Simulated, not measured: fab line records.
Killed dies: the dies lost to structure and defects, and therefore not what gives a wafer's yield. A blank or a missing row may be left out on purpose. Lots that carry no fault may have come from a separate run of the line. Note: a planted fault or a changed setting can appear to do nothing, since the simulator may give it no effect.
One fault seen from 2 desks -- flow gf180mcu -- what lay behind the numbers comes last; until then each desk has only its own

== FROM THE METROLOGY DESK ==
Means of the sampled wafers that have a number, per lot and without regard to the tool the lot ran on: this is what the gauges read. The brackets show how far a lot's mean lies from the usual mean; more than 4 standard deviations puts the lot out of limits, marked OUT.
Columns: A = STI_OXIDATION_02_THK at GF_STI_THK_MEAS_30, usual 10.08 nm; B = DNWELL_TW at GF_DNWELL_TW_MEAS_09, usual 1361; C = NWELL_OVL at GF_NWELL_OVL_MEAS_07, usual 0.4 nm; D = NWELL_TW at GF_NWELL_TW_MEAS_11, usual 1578; E = LVPWELL_OVL at GF_LVPWELL_OVL_MEAS_07, usual 0.1 nm; F = LVPWELL_TW at GF_LVPWELL_TW_MEAS_11, usual 563
lot,first seen here,A,B,C,D,E,F
L881,day 2 22:29,9.88,1361,-0.0,1599,-1.1,560
L882,day 3 04:03,10.51,1378,-1.3,1576,0.6,561
L883,day 3 08:29,10.12,1362,0.1,1572,-3.0,568
L885,day 3 18:10,10.23,1369,1.0,1581,-0.3,566
L886,day 4 06:47,10.05,1346,0.5,1585,-0.1,563
L898,day 6 15:39,9.82,1367,2.1,1577,-0.3,563
L900,day 7 01:59,10.05,1348,0.5,1564,-1.1,566
This desk's verdict: no lot among the 7 shows anything out of limits.

== THE TOOL OWNER'S DESK: implanter-01 ==
The tool's own readings at GF_DNWELL_IMPLANT_07, given as means over the sampled wafers that have a number, one for each lot that went through this tool. The brackets show how far a lot's mean lies from the usual mean; more than 4 standard deviations puts the lot out of limits, marked OUT.
Columns: A = dose-ions-cm2 at GF_DNWELL_IMPLANT_07, usual 9.999e+12
lot,first seen here,A
L882,day 3 16:33,9.993e+12
L883,day 3 21:06,1.000e+13
L885,day 4 06:49,9.988e+12
L886,day 4 19:21,9.992e+12
This desk's verdict: no lot among the 4 shows anything out of limits.

== PUT TOGETHER ==
The metrology desk saw nothing out of limits.
The desk of the tool owner found nothing out of limits.

== WHAT THE SIMULATOR PUT IN ==
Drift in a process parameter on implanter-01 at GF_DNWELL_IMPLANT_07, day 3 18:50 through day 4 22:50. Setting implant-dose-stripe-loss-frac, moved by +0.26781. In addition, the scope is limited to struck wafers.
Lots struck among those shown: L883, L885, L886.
